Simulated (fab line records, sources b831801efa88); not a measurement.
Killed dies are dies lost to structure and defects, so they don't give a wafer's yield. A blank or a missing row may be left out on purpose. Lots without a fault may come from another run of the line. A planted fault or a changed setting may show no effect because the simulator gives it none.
fab line records | flow gf180mcu
record lots=13 wafers=39 last_day=34
route steps=602 shown NWELL@51 CONTACT@309 M1@330 V1@339
lots that met no fault: from a run of the same line without faults
start_h: hours from the record's first day to the start of the lot's first wafer shown | wait_h: hours since the lot's step before | " the same as in the row above | L1.1+2: a row that stands for several wafers | - no value, or no start given | * or withheld: withheld | < > ~ a bound
route shown NAME@n: a module of which the file shows steps, and the number in the route of the first | usual: mean/standard deviation of fault-free wafers | same: alike in all rows | chamber/n: place in a boat | sites: the reading at each site | _std_site: their standard deviation | _edge_site: outer sites' mean less inner sites' | radius_mm: how far each site lies from the wafer's centre | mask NAME#n: copy n | behind: the tool/chamber that last shaped the wafer | hold: why the lot was held/for how many hours/how that ended | device: the transistor (n, p or np) that didn't switch | end of line: the same wafers' tests at the end of the route | a step without rows: its recipe alone | killed: dies lost to structure and defects at the first sort, not the wafer's yield | map: a wafer's dies, x killed, . not, _ none there
set.NAME: the setting as run; set.NAME@STEP: as run at that earlier step | model.NAME: the simulator's own value behind a step, which no gauge read
steps of the route over a sample of lots; a table a step, a row a wafer
services: from which hour (start_h, from the record's first day; less than 0 if before it) a tool's chamber was out of use, for how many hours, and why
## steps
# step GF_NWELL_IMPLANT_09
# recipe species=P energy_kev=160 dose_cm2=4e+12 tilt_deg=0
# usual beam_energy_keV=159.99/0.046
# columns lot.wafer tool chamber start_h wait_h beam_energy_keV
L327.1 implanter-01 0 65.13 0.1 160.01
L327.2 " 0 " " 160.01
L327.3 " 0 " " 160.10
L328.1 implanter-03 0 71.32 0.1 160.01
L328.5 " 0 " " 159.99
L328.6 " 0 " " 160.08
L330.1 implanter-03 0 82.83 0.1 159.96
L330.4 " 0 " " 160.03
L330.6 " 0 " " 160.06
L332.1 implanter-01 0 93.33 0.1 160.01
L332.2 " 0 " " 159.92
L332.6 " 0 " " 159.98
L333.1 implanter-01 0 99.37 0.1 160.02
L333.5 " 0 " " 159.88
L333.6 " 0 " " 160.00
L334.3 implanter-03 0 105.02 0.1 159.96
L334.4 " 0 " " 160.04
L334.5 " 0 " " 159.94
L335.1 implanter-01 0 109.47 0.1 160.04
L335.2 " 0 " " 160.06
L335.4 " 0 " " 159.98
L336.2 implanter-01 0 114.15 0.1 159.97
L336.3 " 0 " " 159.99
L336.5 " 0 " " 159.94
L337.1 implanter-01 0 123.52 0.1 159.99
L337.2 " 0 " " 160.03
L337.4 " 0 " " 160.03
L337.1 implanter-01 0 123.84 0.3 159.99
L337.2 " 0 " " 160.01
L337.4 " 0 " " 160.07
L338.4 implanter-01 0 128.45 0.1 159.94
L338.5 " 0 " " 159.96
L338.6 " 0 " " 159.96
L341.4 implanter-03 0 147.50 0.1 160.02
L341.5 " 0 " " 159.96
L341.6 " 0 " " 159.99
L341.4 implanter-03 0 147.82 0.3 160.02
L341.5 " 0 " " 159.94
L341.6 " 0 " " 159.97
L346.3 implanter-01 0 172.39 0.1 160.05
L346.5 " 0 " " 160.02
L346.6 " 0 " " 160.01
L348.4 implanter-03 0 181.62 0.1 160.01
L348.5 " 0 " " 160.00
L348.6 " 0 " " 159.98
# step GF_NWELL_TW_MEAS_11
# usual NWELL_TW=1565/12
# columns lot.wafer tool chamber start_h wait_h NWELL_TW
L327.1 film_metro-01 - 65.38 0.1 1552
L327.2 " - " " 1549
L327.3 " - " " 1547
L328.1 film_metro-04 - 71.57 0.1 1578
L328.5 " - " " 1578
L328.6 " - " " 1584
L330.1 film_metro-04 - 83.08 0.1 1579
L330.4 " - " " 1588
L330.6 " - " " 1583
L332.1 film_metro-02 - 93.58 0.1 1556
L332.2 " - " " 1572
L332.6 " - " " 1566
L333.1 film_metro-02 - 99.62 0.1 1551
L333.5 " - " " 1550
L333.6 " - " " 1553
L334.3 film_metro-04 - 105.24 0.1 1589
L334.4 " - " " 1568
L334.5 " - " " 1582
L335.1 film_metro-02 - 109.72 0.1 1560
L335.2 " - " " 1556
L335.4 " - " " 1549
L336.2 film_metro-01 - 114.38 0.1 1556
L336.3 " - " " 1551
L336.5 " - " " 1548
L337.1 film_metro-04 - 124.09 0.1 1645
L337.2 " - " " 1641
L337.4 " - " " 1645
L338.4 film_metro-02 - 128.65 0.1 1553
L338.5 " - " " 1547
L338.6 " - " " 1554
L341.4 film_metro-02 - 148.02 0.1 1629
L341.5 " - " " 1631
L341.6 " - " " 1644
L346.3 film_metro-02 - 172.62 0.1 1558
L346.5 " - " " 1558
L346.6 " - " " 1555
L348.4 film_metro-04 - 181.82 0.1 1573
L348.5 " - " " 1558
L348.6 " - " " 1566
# step GF_VT_IMPLANT_RS_MEAS_47
# recipe thk_meas_gauge=four-point-probe
# usual NWELL_RS=487.7/1.4
# columns lot.wafer tool chamber start_h wait_h NWELL_RS[ohm/sq]
L327.1 film_metro-02 - 171.45 0.1 490.7
L327.2 " - " " 489.4
L327.3 " - " " 489.2
L328.1 film_metro-04 - 177.75 0.1 485.6
L328.5 " - " " 485.5
L328.6 " - " " 485.8
L330.1 film_metro-02 - 190.10 0.1 489.1
L330.4 " - " " 488.4
L330.6 " - " " 488.9
L332.1 film_metro-02 - 202.90 0.1 487.6
L332.2 " - " " 486.2
L332.6 " - " " 486.4
L333.1 film_metro-01 - 209.17 0.1 491.2
L333.5 " - " " 489.6
L333.6 " - " " 489.0
L334.3 film_metro-04 - 216.06 0.1 487.3
L334.4 " - " " 487.4
L334.5 " - " " 487.1
L335.1 film_metro-02 - 222.80 0.1 486.1
L335.2 " - " " 486.1
L335.4 " - " " 485.5
L336.2 film_metro-04 - 227.14 0.1 486.8
L336.3 " - " " 488.0
L336.5 " - " " 487.4
L337.1 film_metro-01 - 236.52 0.1 429.9
L337.2 " - " " 430.6
L337.4 " - " " 430.8
L338.4 film_metro-02 - 243.01 0.1 486.4
L338.5 " - " " 487.1
L338.6 " - " " 484.6
L341.4 film_metro-01 - 264.73 0.1 430.7
L341.5 " - " " 429.9
L341.6 " - " " 428.3
L346.3 film_metro-04 - 295.19 0.1 487.8
L346.5 " - " " 489.0
L346.6 " - " " 487.4
L348.4 film_metro-04 - 304.53 0.1 486.2
L348.5 " - " " 486.2
L348.6 " - " " 485.0
# step GF_CONTACT_SPUTTER_22
# recipe material=Ti target_thk_nm=15 chamber_pressure_pa=5 power_w=2500 substrate_temp_c=200 time_s=80.02
# usual substrate_temp_c=199.98/0.16 throttle_valve_pct=30.3/1
# columns lot.wafer tool chamber start_h wait_h substrate_temp_c throttle_valve_pct
L327.1 pvd_sputter-02 - 395.15 0.0 199.90 30.6
L327.2 " - " " 199.81 32.6
L327.3 " - " " 200.10 31.2
L328.1 pvd_sputter-01 - 406.81 0.0 200.24 29.0
L328.5 " - " " 199.87 29.7
L328.6 " - " " 199.98 31.5
L330.1 pvd_sputter-03 - 412.39 0.0 199.93 28.9
L330.4 " - " " 199.72 28.9
L330.6 " - " " 199.83 29.5
L333.1 pvd_sputter-02 - 434.41 0.0 199.88 30.7
L333.5 " - " " 199.71 30.8
L333.6 " - " " 199.80 32.6
L332.1 pvd_sputter-01 - 434.96 0.0 199.98 31.6
L332.2 " - " " 199.87 30.6
L332.6 " - " " 200.10 31.4
L335.1 pvd_sputter-03 - 454.24 0.0 200.04 29.1
L335.2 " - " " 200.08 30.2
L335.4 " - " " 200.09 28.9
L334.3 pvd_sputter-01 - 455.15 0.0 199.98 31.6
L334.4 " - " " 199.95 30.3
L334.5 " - " " 200.46 29.8
L336.2 pvd_sputter-01 - 464.79 0.0 200.10 30.5
L336.3 " - " " 200.08 30.0
L336.5 " - " " 199.86 30.2
L337.1 pvd_sputter-02 - 475.56 0.0 199.95 30.5
L337.2 " - " " 200.11 32.5
L337.4 " - " " 199.78 31.5
L338.4 pvd_sputter-01 - 478.35 0.0 199.78 29.1
L338.5 " - " " 199.86 30.0
L338.6 " - " " 200.12 30.4
L341.4 pvd_sputter-01 - 508.70 0.0 199.81 31.5
L341.5 " - " " 199.90 31.6
L341.6 " - " " 199.94 28.9
L346.3 pvd_sputter-01 - 537.95 0.0 200.24 29.0
L346.5 " - " " 199.79 30.5
L346.6 " - " " 199.92 29.9
L348.4 pvd_sputter-01 - 544.98 0.0 200.25 28.9
L348.5 " - " " 199.89 30.2
L348.6 " - " " 199.93 30.7
# step GF_M1_OVL_MEAS_15
# usual M1_OVL=2/6.5
# columns lot.wafer tool chamber start_h wait_h M1_OVL[nm]
L327.1 overlay-01 - 418.70 0.1 12
L327.2 " - " " -6
L327.3 " - " " 11
L328.1 overlay-02 - 431.30 0.1 5
L328.5 " - " " 3
L328.6 " - " " 5
L330.1 overlay-02 - 437.20 0.1 -6
L330.4 " - " " 2
L330.6 " - " " 0
L333.1 overlay-01 - 459.95 0.1 9
L333.5 " - " " 11
L333.6 " - " " 0
L332.1 overlay-01 - 460.30 0.1 -5
L332.2 " - " " 5
L332.6 " - " " 6
L335.1 overlay-01 - 479.17 0.1 0
L335.2 " - " " -3
L335.4 " - " " -2
L334.3 overlay-02 - 480.36 0.1 -10
L334.4 " - " " 9
L334.5 " - " " -2
L336.2 overlay-01 - 489.58 0.1 -1
L336.3 " - " " 13
L336.5 " - " " 6
L337.1 overlay-01 - 500.55 0.1 2
L337.2 " - " " -9
L337.4 " - " " -4
L338.4 overlay-01 - 503.24 0.1 -1
L338.5 " - " " 2
L338.6 " - " " 1
L341.4 overlay-01 - 532.97 0.1 12
L341.5 " - " " -6
L341.6 " - " " 7
L346.3 overlay-02 - 561.03 0.1 12
L346.5 " - " " 15
L346.6 " - " " 0
L348.4 overlay-01 - 568.27 0.1 3
L348.5 " - " " -11
L348.6 " - " " 6
# step GF_V1_CMP_04
# recipe material=SiO2 down_force_psi=4 platen_rpm=60 pad_velocity_m_s=0.94248
# usual motor_current_A=11.7/1.2 retaining_ring_pressure_frac=1.000/0.005 time_to_endpoint_s=84/4.9
# columns lot.wafer tool chamber start_h wait_h motor_current_A retaining_ring_pressure_frac time_to_endpoint_s
L327.3 cmp-01 2 419.71 0.1 13.1 0.990 83
L327.1 " 3 " " 11.4 1.006 80
L327.2 " 0 " " 10.5 1.008 72
L328.1 cmp-01 0 432.37 0.1 11.2 1.000 78
L328.6 " 2 " " 13.2 0.995 82
L328.5 " 3 " " 11.5 0.995 85
L330.4 cmp-02 0 438.31 0.2 12.3 1.003 92
L330.1 " 2 " " 13.1 0.996 88
L330.6 " 0 " " 12.6 0.998 91
L333.1 cmp-01 2 461.14 0.1 12.9 1.001 85
L333.6 " 0 " " 10.8 1.009 88
L333.5 " 1 " " 11.1 0.996 88
L332.1 cmp-02 2 461.39 0.1 13.6 0.995 83
L332.2 " 0 " " 11.9 1.000 83
L332.6 " 3 " " 10.0 0.994 88
L335.2 cmp-01 1 480.13 0.0 11.3 0.998 73
L335.4 " 2 " " 13.3 1.004 80
L335.1 " 3 " " 12.1 0.995 81
L334.4 cmp-02 2 481.31 0.0 13.4 1.004 83
L334.3 " 3 " " 9.7 1.004 84
L334.5 " 3 " " 9.5 1.002 86
L336.2 cmp-01 0 490.53 0.0 10.8 1.005 76
L336.3 " 1 " " 11.7 1.009 79
L336.5 " 1 " " 11.5 1.001 84
L337.1 cmp-02 0 502.01 0.1 12.2 0.995 92
L337.4 " 1 " " 11.2 1.003 83
L337.2 " 2 " " 12.8 0.997 84
L338.4 cmp-02 3 504.34 0.1 10.5 1.002 92
L338.5 " 2 " " 13.0 0.999 85
L338.6 " 3 " " 10.0 1.003 100
L341.4 cmp-01 0 533.91 0.0 11.0 0.993 90
L341.6 " 0 " " 10.9 0.992 83
L341.5 " 1 " " 12.0 0.998 84
L346.3 cmp-02 0 562.06 0.1 13.0 0.992 86
L346.5 " 3 " " 9.5 1.000 83
L346.6 " 0 " " 12.9 1.004 87
L348.4 cmp-01 2 569.36 0.2 13.3 0.998 84
L348.6 " 3 " " 11.6 1.002 76
L348.5 " 0 " " 10.9 1.001 86
## services
# columns tool chamber start_h hours kind
cmp-01 - 62.21 1.1 repair
cmp-01 - 63.69 5.9 pm
cmp-01 - 69.98 1.3 repair
cmp-01 - 121.70 0.9 repair
implanter-01 - 148.20 19.3 pm
implanter-01 - 176.62 9.2 repair
cmp-01 - 202.91 1.6 repair
cmp-01 - 215.90 26.6 pm
cmp-01 - 242.52 4.0 pm
pvd_sputter-01 - 247.18 1.9 repair
pvd_sputter-01 - 254.58 3.4 repair
implanter-01 - 318.87 4.0 repair
cmp-01 - 326.21 2.2 repair
implanter-01 - 327.13 4.7 pm
implanter-01 - 361.51 2.9 repair
pvd_sputter-01 - 372.02 3.8 repair
pvd_sputter-01 - 377.66 3.0 repair
cmp-01 - 380.81 0.2 repair
pvd_sputter-01 - 400.03 0.5 repair
cmp-01 - 436.16 4.2 pm
pvd_sputter-01 - 468.88 0.7 repair
cmp-01 - 484.59 4.4 repair
implanter-01 - 508.40 5.6 repair
implanter-01 - 549.82 2.1 repair
## key
first_sign step=GF_NWELL_IMPLANT_09 reading=visit direction=added
effect step=GF_NWELL_TW_MEAS_11 reading=NWELL_TW direction=up sigmas=6.3 usual=1565 struck=1639
effect step=GF_VT_IMPLANT_RS_MEAS_47 reading=NWELL_RS direction=down sigmas=40 usual=487.7 struck=430.0
met_at GF_NWELL_IMPLANT_09
struck_lots L337,L341
tester_left_out L337,L341
not_acting_at GF_CONTACT_SPUTTER_22,GF_M1_OVL_MEAS_15,GF_V1_CMP_04
fault kind=repeated_step_whole tool=implanter-01,implanter-03,implanter-04 chamber=- onset_h=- steps=GF_NWELL_IMPLANT_09 times=1 scope=struck_lots_only
# tester_left_out: of these lots the tester's yield and bins aren't shown, on N5 and GAA mostly nor the transistor test; their killed dies are dies lost to structure and defects alone, not to doping, threshold or leakage, so they don't give the yield
